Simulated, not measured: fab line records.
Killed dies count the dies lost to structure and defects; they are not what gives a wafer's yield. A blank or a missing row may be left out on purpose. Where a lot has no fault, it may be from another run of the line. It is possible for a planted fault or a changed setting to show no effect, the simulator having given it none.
Which tool did it? || flow gf180mcu || 24 lots, 72 wafers sampled, at 3 steps of a route of 602

WHAT THE GAUGES SHOWED, per wafer
GF_VT_IMPLANT_OVL_MEAS_29. Usual: VT_IMPLANT_02_OVL gives -0.2 nm (standard deviation 1.3).
{"lot": "L074", "measured": "day 6 19:42", "on": "overlay-02", "VT_IMPLANT_02_OVL (nm)": "-1.6 -0.4 -0.9", "flag": ""}
{"lot": "L075", "measured": "day 7 04:22", "on": "overlay-02", "VT_IMPLANT_02_OVL (nm)": "0.7 0.2 0.3", "flag": ""}
{"lot": "L076", "measured": "day 7 11:03", "on": "overlay-02", "VT_IMPLANT_02_OVL (nm)": "1.1 1.4 0.1", "flag": ""}
{"lot": "L077", "measured": "day 7 14:12", "on": "overlay-01", "VT_IMPLANT_02_OVL (nm)": "3.3 2.2 0.3", "flag": ""}
{"lot": "L078", "measured": "day 7 21:03", "on": "overlay-02", "VT_IMPLANT_02_OVL (nm)": "-0.4 0.5 -0.8", "flag": ""}
{"lot": "L079", "measured": "day 8 03:54", "on": "overlay-02", "VT_IMPLANT_02_OVL (nm)": "-0.4 -0.9 0.3", "flag": ""}
{"lot": "L080", "measured": "day 8 11:10", "on": "overlay-02", "VT_IMPLANT_02_OVL (nm)": "-1.1 -1.6 -2.0", "flag": ""}
{"lot": "L081", "measured": "day 8 18:52", "on": "overlay-02", "VT_IMPLANT_02_OVL (nm)": "-0.8 -1.8 -1.3", "flag": ""}
{"lot": "L082", "measured": "day 9 02:00", "on": "overlay-02", "VT_IMPLANT_02_OVL (nm)": "-2.6 -2.7 -3.4", "flag": ""}
{"lot": "L083", "measured": "day 9 07:21", "on": "overlay-02", "VT_IMPLANT_02_OVL (nm)": "-1.6 -2.1 -0.7", "flag": ""}
{"lot": "L084", "measured": "day 9 14:09", "on": "overlay-01", "VT_IMPLANT_02_OVL (nm)": "-1.3 -1.1 -0.6", "flag": ""}
{"lot": "L085", "measured": "day 9 17:56", "on": "overlay-01", "VT_IMPLANT_02_OVL (nm)": "-1.1 -0.9 -0.8", "flag": ""}
{"lot": "L086", "measured": "day 10 05:36", "on": "overlay-02", "VT_IMPLANT_02_OVL (nm)": "-0.9 -1.2 -1.7", "flag": ""}
{"lot": "L087", "measured": "day 10 12:57", "on": "overlay-01", "VT_IMPLANT_02_OVL (nm)": "1.0 -0.2 -0.4", "flag": ""}
{"lot": "L088", "measured": "day 10 18:33", "on": "overlay-01", "VT_IMPLANT_02_OVL (nm)": "1.2 0.3 1.5", "flag": ""}
{"lot": "L089", "measured": "day 11 01:39", "on": "overlay-01", "VT_IMPLANT_02_OVL (nm)": "-0.6 0.7 0.4", "flag": ""}
{"lot": "L090", "measured": "day 11 04:13", "on": "overlay-02", "VT_IMPLANT_02_OVL (nm)": "-1.4 -0.8 -0.5", "flag": ""}
{"lot": "L091", "measured": "day 11 14:52", "on": "overlay-01", "VT_IMPLANT_02_OVL (nm)": "0.1 0.1 -0.1", "flag": ""}
{"lot": "L092", "measured": "day 11 22:09", "on": "overlay-01", "VT_IMPLANT_02_OVL (nm)": "0.7 0.3 0.8", "flag": ""}
{"lot": "L093", "measured": "day 12 03:24", "on": "overlay-01", "VT_IMPLANT_02_OVL (nm)": "-0.1 -0.2 -0.3", "flag": ""}
{"lot": "L094", "measured": "day 12 08:51", "on": "overlay-02", "VT_IMPLANT_02_OVL (nm)": "-0.9 -0.3 -0.1", "flag": ""}
{"lot": "L095", "measured": "day 12 12:42", "on": "overlay-02", "VT_IMPLANT_02_OVL (nm)": "1.7 2.9 1.6", "flag": ""}
{"lot": "L096", "measured": "day 13 00:24", "on": "overlay-02", "VT_IMPLANT_02_OVL (nm)": "0.6 -1.2 1.1", "flag": ""}
{"lot": "L097", "measured": "day 13 05:24", "on": "overlay-01", "VT_IMPLANT_02_OVL (nm)": "0.5 0.0 1.4", "flag": ""}

GF_M4_CD_MEAS_14: the cd target is 280 nm. Usual: cdNm reads 280.0 nm (standard deviation 1.3).
{"lot": "L074", "measured": "day 23 05:26", "on": "cdSem-02", "cdNm (nm)": "280.4 280.4 277.9", "flag": ""}
{"lot": "L075", "measured": "day 23 19:03", "on": "cdSem-01", "cdNm (nm)": "282.3 282.9 282.2", "flag": ""}
{"lot": "L076", "measured": "day 24 04:17", "on": "cdSem-01", "cdNm (nm)": "278.6 280.2 280.0", "flag": ""}
{"lot": "L077", "measured": "day 24 08:20", "on": "cdSem-02", "cdNm (nm)": "279.9 280.0 278.5", "flag": ""}
{"lot": "L078", "measured": "day 24 16:23", "on": "cdSem-02", "cdNm (nm)": "281.1 280.4 280.5", "flag": ""}
{"lot": "L079", "measured": "day 24 23:17", "on": "cdSem-02", "cdNm (nm)": "279.7 281.0 278.6", "flag": ""}
{"lot": "L080", "measured": "day 25 14:44", "on": "cdSem-02", "cdNm (nm)": "279.4 280.8 280.0", "flag": ""}
{"lot": "L081", "measured": "day 25 20:16", "on": "cdSem-01", "cdNm (nm)": "278.9 280.4 279.4", "flag": ""}
{"lot": "L082", "measured": "day 26 04:05", "on": "cdSem-01", "cdNm (nm)": "279.3 281.3 280.5", "flag": ""}
{"lot": "L083", "measured": "day 26 07:32", "on": "cdSem-02", "cdNm (nm)": "279.6 281.2 280.8", "flag": ""}
{"lot": "L084", "measured": "day 26 22:01", "on": "cdSem-02", "cdNm (nm)": "280.3 280.0 279.7", "flag": ""}
{"lot": "L085", "measured": "day 27 00:26", "on": "cdSem-01", "cdNm (nm)": "278.7 278.6 278.6", "flag": ""}
{"lot": "L086", "measured": "day 27 18:29", "on": "cdSem-01", "cdNm (nm)": "282.1 282.3 282.0", "flag": ""}
{"lot": "L087", "measured": "day 28 03:11", "on": "cdSem-01", "cdNm (nm)": "279.4 278.1 278.8", "flag": ""}
{"lot": "L088", "measured": "day 28 06:27", "on": "cdSem-02", "cdNm (nm)": "283.1 281.3 282.8", "flag": ""}
{"lot": "L089", "measured": "day 28 10:38", "on": "cdSem-01", "cdNm (nm)": "281.2 282.3 282.0", "flag": ""}
{"lot": "L090", "measured": "day 28 15:59", "on": "cdSem-02", "cdNm (nm)": "280.3 282.1 280.8", "flag": ""}
{"lot": "L091", "measured": "day 29 01:05", "on": "cdSem-02", "cdNm (nm)": "278.7 279.3 279.1", "flag": ""}
{"lot": "L092", "measured": "day 29 08:59", "on": "cdSem-01", "cdNm (nm)": "279.2 278.0 277.4", "flag": ""}
{"lot": "L093", "measured": "day 29 14:59", "on": "cdSem-02", "cdNm (nm)": "279.0 279.9 278.7", "flag": ""}
{"lot": "L094", "measured": "day 29 18:53", "on": "cdSem-01", "cdNm (nm)": "277.3 277.9 278.0", "flag": ""}
{"lot": "L095", "measured": "day 30 03:35", "on": "cdSem-02", "cdNm (nm)": "280.3 279.8 279.1", "flag": ""}
{"lot": "L096", "measured": "day 30 09:53", "on": "cdSem-02", "cdNm (nm)": "280.1 280.8 281.2", "flag": ""}
{"lot": "L097", "measured": "day 30 15:41", "on": "cdSem-02", "cdNm (nm)": "280.1 278.7 279.1", "flag": ""}

EACH LOT AND THE TOOL THAT RAN IT (in order: tool; ch and the chambers of the sampled wafers; start)
{"lot": "L074", "GF_V2_SPUTTER_21": "pvdSputter-03, day 20 02:17"}
{"lot": "L075", "GF_V2_SPUTTER_21": "pvdSputter-04, day 20 17:01"}
{"lot": "L076", "GF_V2_SPUTTER_21": "pvdSputter-03, day 21 03:31"}
{"lot": "L077", "GF_V2_SPUTTER_21": "pvdSputter-02, day 21 07:16"}
{"lot": "L078", "GF_V2_SPUTTER_21": "pvdSputter-03, day 21 16:36"}
{"lot": "L079", "GF_V2_SPUTTER_21": "pvdSputter-04, day 21 23:52"}
{"lot": "L080", "GF_V2_SPUTTER_21": "pvdSputter-03, day 22 15:13"}
{"lot": "L081", "GF_V2_SPUTTER_21": "pvdSputter-02, day 22 22:00"}
{"lot": "L082", "GF_V2_SPUTTER_21": "pvdSputter-04, day 23 06:30"}
{"lot": "L083", "GF_V2_SPUTTER_21": "pvdSputter-02, day 23 11:13"}
{"lot": "L084", "GF_V2_SPUTTER_21": "pvdSputter-04, day 24 02:10"}
{"lot": "L085", "GF_V2_SPUTTER_21": "pvdSputter-02, day 24 04:40"}
{"lot": "L086", "GF_V2_SPUTTER_21": "pvdSputter-02, day 24 23:19"}
{"lot": "L087", "GF_V2_SPUTTER_21": "pvdSputter-03, day 25 09:19"}
{"lot": "L088", "GF_V2_SPUTTER_21": "pvdSputter-03, day 25 12:39"}
{"lot": "L089", "GF_V2_SPUTTER_21": "pvdSputter-02, day 25 17:34"}
{"lot": "L090", "GF_V2_SPUTTER_21": "pvdSputter-02, day 26 00:10"}
{"lot": "L091", "GF_V2_SPUTTER_21": "pvdSputter-02, day 26 10:15"}
{"lot": "L092", "GF_V2_SPUTTER_21": "pvdSputter-02, day 26 17:34"}
{"lot": "L093", "GF_V2_SPUTTER_21": "pvdSputter-03, day 27 00:13"}
{"lot": "L094", "GF_V2_SPUTTER_21": "pvdSputter-03, day 27 04:14"}
{"lot": "L095", "GF_V2_SPUTTER_21": "pvdSputter-03, day 27 13:50"}
{"lot": "L096", "GF_V2_SPUTTER_21": "pvdSputter-03, day 27 20:55"}
{"lot": "L097", "GF_V2_SPUTTER_21": "pvdSputter-04, day 28 03:01"}
- GF_V2_SPUTTER_21: material Ti, target thk 15 nm, time 80.02 s.

WHAT THE TOOLS THEMSELVES READ (means of the sampled wafers that have a number; where no wafer has one, the mark that the record gives instead)
GF_V2_SPUTTER_21. Usual: chamberPressurePa 4.999 Pa, standard deviation 0.01; substrateTempC 200.00 C, standard deviation 0.17; throttleValvePct 30.1 %, standard deviation 1.1.
{"lot": "L074", "tool": "pvdSputter-03", "chamberPressurePa (Pa)": 4.991, "substrateTempC (C)": 199.98, "throttleValvePct (%)": 29.8, "flag": ""}
{"lot": "L075", "tool": "pvdSputter-04", "chamberPressurePa (Pa)": 4.987, "substrateTempC (C)": 200.14, "throttleValvePct (%)": 29.7, "flag": ""}
{"lot": "L076", "tool": "pvdSputter-03", "chamberPressurePa (Pa)": 4.995, "substrateTempC (C)": 199.93, "throttleValvePct (%)": 29.7, "flag": ""}
{"lot": "L077", "tool": "pvdSputter-02", "chamberPressurePa (Pa)": 5.006, "substrateTempC (C)": 199.94, "throttleValvePct (%)": 30.7, "flag": ""}
{"lot": "L078", "tool": "pvdSputter-03", "chamberPressurePa (Pa)": 4.989, "substrateTempC (C)": 200.00, "throttleValvePct (%)": 29.8, "flag": ""}
{"lot": "L079", "tool": "pvdSputter-04", "chamberPressurePa (Pa)": 5.003, "substrateTempC (C)": 199.98, "throttleValvePct (%)": 29.2, "flag": ""}
{"lot": "L080", "tool": "pvdSputter-03", "chamberPressurePa (Pa)": 4.996, "substrateTempC (C)": 199.90, "throttleValvePct (%)": 29.8, "flag": ""}
{"lot": "L081", "tool": "pvdSputter-02", "chamberPressurePa (Pa)": 5.013, "substrateTempC (C)": 200.02, "throttleValvePct (%)": 30.6, "flag": ""}
{"lot": "L082", "tool": "pvdSputter-04", "chamberPressurePa (Pa)": 4.997, "substrateTempC (C)": 199.99, "throttleValvePct (%)": 29.3, "flag": ""}
{"lot": "L083", "tool": "pvdSputter-02", "chamberPressurePa (Pa)": 5.007, "substrateTempC (C)": 199.70, "throttleValvePct (%)": 30.9, "flag": ""}
{"lot": "L084", "tool": "pvdSputter-04", "chamberPressurePa (Pa)": 4.998, "substrateTempC (C)": 200.03, "throttleValvePct (%)": 29.3, "flag": ""}
{"lot": "L085", "tool": "pvdSputter-02", "chamberPressurePa (Pa)": 5.007, "substrateTempC (C)": 199.96, "throttleValvePct (%)": 30.8, "flag": ""}
{"lot": "L086", "tool": "pvdSputter-02", "chamberPressurePa (Pa)": 4.995, "substrateTempC (C)": 200.08, "throttleValvePct (%)": 30.7, "flag": ""}
{"lot": "L087", "tool": "pvdSputter-03", "chamberPressurePa (Pa)": 4.993, "substrateTempC (C)": 199.87, "throttleValvePct (%)": 29.6, "flag": ""}
{"lot": "L088", "tool": "pvdSputter-03", "chamberPressurePa (Pa)": 5.004, "substrateTempC (C)": 200.16, "throttleValvePct (%)": 29.5, "flag": ""}
{"lot": "L089", "tool": "pvdSputter-02", "chamberPressurePa (Pa)": 4.996, "substrateTempC (C)": 200.10, "throttleValvePct (%)": 31.6, "flag": ""}
{"lot": "L090", "tool": "pvdSputter-02", "chamberPressurePa (Pa)": 5.000, "substrateTempC (C)": 199.98, "throttleValvePct (%)": 30.1, "flag": ""}
{"lot": "L091", "tool": "pvdSputter-02", "chamberPressurePa (Pa)": 5.004, "substrateTempC (C)": 200.01, "throttleValvePct (%)": 31.1, "flag": ""}
{"lot": "L092", "tool": "pvdSputter-02", "chamberPressurePa (Pa)": 5.000, "substrateTempC (C)": 200.11, "throttleValvePct (%)": 30.6, "flag": ""}
{"lot": "L093", "tool": "pvdSputter-03", "chamberPressurePa (Pa)": 4.990, "substrateTempC (C)": 199.75, "throttleValvePct (%)": 31.1, "flag": ""}
{"lot": "L094", "tool": "pvdSputter-03", "chamberPressurePa (Pa)": 4.999, "substrateTempC (C)": 200.10, "throttleValvePct (%)": 31.5, "flag": ""}
{"lot": "L095", "tool": "pvdSputter-03", "chamberPressurePa (Pa)": 4.984, "substrateTempC (C)": 200.09, "throttleValvePct (%)": 29.3, "flag": ""}
{"lot": "L096", "tool": "pvdSputter-03", "chamberPressurePa (Pa)": 4.989, "substrateTempC (C)": 200.12, "throttleValvePct (%)": 31.0, "flag": ""}
{"lot": "L097", "tool": "pvdSputter-04", "chamberPressurePa (Pa)": 4.990, "substrateTempC (C)": 199.99, "throttleValvePct (%)": 28.5, "flag": ""}

THE ANSWER, worked out from the rows above alone
Rule: a lot is off if the mean of its wafers that have a number lies more than 3 standard deviations from the usual mean. A lot without any number at a reading at which 4 lots or more have one is off too. Any other lot the step has rows for is counted as sound. After the gauges, taken in route order, come the tools' own readings; for these a lot's mean is taken, as printed above. The first step at which some lot is off is used, and at that step the reading that is off furthest; a lot without a number counts as furthest.
None of the lots is off at any reading shown; this tells nothing.

WHAT THE SIMULATOR HAD INSERTED
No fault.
